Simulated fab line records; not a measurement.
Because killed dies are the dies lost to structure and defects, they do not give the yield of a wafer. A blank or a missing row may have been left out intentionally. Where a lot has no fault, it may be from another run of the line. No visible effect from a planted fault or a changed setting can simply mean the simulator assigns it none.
A struck lot beside a sound one	flow sky130	43 out of 708 route steps
Sound: these wafers, L151.3, L151.4, L151.6. Struck: wafer L153.2 (L153.1, L153.4, from the same lot, were not struck and are left out); the cause is given at the end.
Per side, at each step with rows, come the tool, then ch with its chambers, and then its first start. Under that, the readings that differ: sound wafers	struck wafers	difference of the means	sigmas: that difference in standard deviations of wafers without a fault.
alike: readings with means less than 2 such deviations apart, plus words and numbers identical on both sides. not compared: withheld readings, readings lacking a value on some wafer, bounds such as >300 that could conceal the same value, and numbers that have no deviation in the record and whose values overlap.
The two part at a step that has a row with sigmas, a row that says differs or no value, or rows on one side only. Numbers that don't overlap but have no deviation are shown without sigmas and don't part them. A reading that every wafer of one side lacks parts them only if that side has two wafers or more.

first, 1 step without rows for these wafers: SKY_VIA4_DEVELOP_10 (develop time 60 s).
SKY_VIA4_OVL_MEAS_11:
  struck on overlay-01, day 45 02:05; sound on overlay-02, day 44 15:21
  alike: VIA4_OVL
then, 1 step without rows for these wafers: SKY_VIA4_ETCH_12 (etches SiO2 in C4F8/O2/Ar, stops on TiN, target depth 580 nm).
SKY_VIA4_STRIP_13: strips in O2/N2.
  sound on plasma asher-03 ch 0,1, day 44 15:29; struck on plasma asher-04 ch 0, day 45 02:12
reading	sound	struck	difference	sigmas
rf hours counter h (h)	- - -	95	no value on the sound wafers	
  alike: chamber pressure mTorr, drypump motor current A, oes product au, strip time to endpoint s
then, 5 steps without rows for these wafers: SKY_VIA4_STRIP_14 (strips in post etch residue remover, time 1200 s); SKY_VIA4_CLEAN_15 (cleans in IPA, time 180 s); SKY_VIA4_CLEAN_16 (cleans in O3/DIW); SKY_VIA4_SPUTTER_17 (material TiN, target thk 20 nm, time 80 s); SKY_VIA4_CVD_18 (deposits W, target thk 505 nm, time 152.14 s).
SKY_VIA4_RS_MEAS_19: uses a four-point probe to measure.
  struck on film metro-04, day 45 03:00; sound on film metro-01, day 44 16:21
  alike: VIA4_W_RS
SKY_VIA4_THK_MEAS_20: measures by xrf.
  struck on film metro-04, day 45 03:07; sound on film metro-01, day 44 16:27
  alike: VIA4_W_THK
SKY_VIA4_CMP_21: polishes, stops on SiO2, t overpolish 25 s, target thk 0 nm.
  sound on cmp-02 ch 0,1,2, day 44 16:29; struck on cmp-01 ch 3, day 45 03:19
  alike: motor current A, overpolish run s, slurry filter dp kPa, slurry flow ml min, time to endpoint s
SKY_METAL5_SPUTTER_00: material Ti, target thk 15 nm, time 10 s.
  struck on pvd sputter-02, day 45 03:37; sound on pvd sputter-02, day 44 16:47
  alike: throttle valve pct
SKY_METAL5_SPUTTER_01: material TiN, target thk 20 nm, time 16.7 s.
  struck on pvd sputter-02, day 45 03:39; sound on pvd sputter-02, day 44 16:49
  alike: throttle valve pct
then, 3 steps without rows for these wafers: SKY_METAL5_SPUTTER_02 (material AlCu, target thk 1150 nm, time 61.2 s); SKY_METAL5_SPUTTER_03 (material Ti, target thk 5 nm, time 3.3 s); SKY_METAL5_SPUTTER_04 (material TiN, target thk 70 nm, time 58.3 s).
SKY_METAL5_RS_MEAS_05: uses a four-point probe to measure.
  struck on film metro-04, day 45 03:49; sound on film metro-03, day 44 17:00
  alike: METAL5_ALCU_RS
SKY_METAL5_THK_MEAS_06: measures by xrf.
  struck on film metro-04, day 45 03:56; sound on film metro-03, day 44 17:06
  alike: METAL5_ALCU_THK
then, 8 steps without rows for these wafers: SKY_METAL5_DEHYDRATE_07 (time 60 s); SKY_METAL5_HMDS_08 (prime time 60 s); SKY_METAL5_COAT_09 (resist thk 1800 nm); SKY_METAL5_SOFTBAKE_10 (time 60 s); SKY_METAL5_EXPOSE_11 (exposes mask MM5, target cd 1600 nm); SKY_METAL5_PEB_12; SKY_METAL5_DEVELOP_13 (develop time 60 s); SKY_METAL5_DESCUM_14 (chemistry O2, time 11 s).
SKY_METAL5_METAL_ETCH_15: etches the open film in Cl2/BCl3, stops on SiO2, target depth 1260 nm, time 252 s.
  sound on rie metal-02 ch 0,1, day 45 13:12; struck on rie metal-01 ch 1, day 46 00:47
reading	sound	struck	difference	sigmas
rf hours counter h (h)	- - -	22	no value on the sound wafers	
  alike: chamber pressure mTorr, drypump motor current A, oes product au, throttle valve pct
then, 5 steps without rows for these wafers: SKY_METAL5_STRIP_16 (strips in O2/N2); SKY_METAL5_STRIP_17 (strips in post etch residue remover, time 1200 s); SKY_METAL5_CLEAN_18 (cleans in IPA, time 180 s); SKY_METAL5_CLEAN_19 (cleans in O3/DIW); SKY_PASSIVATION_CVD_00 (deposits SiO2, target thk 90 nm).
SKY_PASSIVATION_THK_MEAS_01:
  struck on film metro-03, day 46 01:38; sound on film metro-03, day 45 14:01
  alike: PASSIVATION_CVD_00_THK
SKY_PASSIVATION_CVD_02: deposits Si3N4, target thk 540 nm.
  sound on pecvd-02 ch 1,2, day 45 14:03; struck on pecvd-01 ch 0, day 46 01:41
reading	sound	struck	difference	sigmas
heater power w (W)	696 743 558	916	+250	+3
SKY_PASSIVATION_THK_MEAS_03:
  struck on film metro-03, day 46 01:55; sound on film metro-02, day 45 14:18
  alike: PASSIVATION_CVD_02_THK
then, 6 steps without rows for these wafers: SKY_PASSIVATION_DEHYDRATE_04 (time 60 s); SKY_PASSIVATION_HMDS_05 (prime time 60 s); SKY_PASSIVATION_COAT_06 (resist thk 3000 nm); SKY_PASSIVATION_SOFTBAKE_07; SKY_PASSIVATION_EXPOSE_08 (exposes mask NSM, target cd 3000 nm); SKY_PASSIVATION_PEB_09.
SKY_PAD_OPEN_PROBE_99:
  struck on prober-02, day 47 19:42; sound on prober-02, day 47 08:07
reading	sound	struck	difference	sigmas
defect limited yield (%)	83.9 85.6 82.9	71.7	-12.4	-6
killed_at_M4_up	8 4 4	54	+49	+29
killed dies	79 71 84	139	+61	+6
sort_bin_3_pad_short (%)	0.6 1.2 0.6	3.3	+2.5	+6
sort_bin_5_function (%)	9.6 9.3 9.1	18.5	+9.2	+6
sort n pass	413 421 408	353	-61	-6
sort yield pct (%)	83.9 85.6 82.9	71.7	-12.4	-6
model.etest.tester.sort n pass	413 421 408	353	-61	
model.etest.tester.sort yield pct (%)	83.94 85.57 82.93	71.75	-12.40	
model.etest.tester.sort_bin_5_pct (%)	9.553 9.35 9.146	18.5	+9.2	
model.etest.tester.sort_bin_3_pct (%)	0.6098 1.22 0.6098	3.252	+2.439	
  alike: killed_at_M0_to_M3, killed at contacts, killed at front end, killed at other, killed open, killed short, sort_bin_6_memory

## WHERE THEY PART
At SKY_VIA4_STRIP_13 first; at SKY_PAD_OPEN_PROBE_99 last (within this record only).

WHY: whatever the simulator had introduced
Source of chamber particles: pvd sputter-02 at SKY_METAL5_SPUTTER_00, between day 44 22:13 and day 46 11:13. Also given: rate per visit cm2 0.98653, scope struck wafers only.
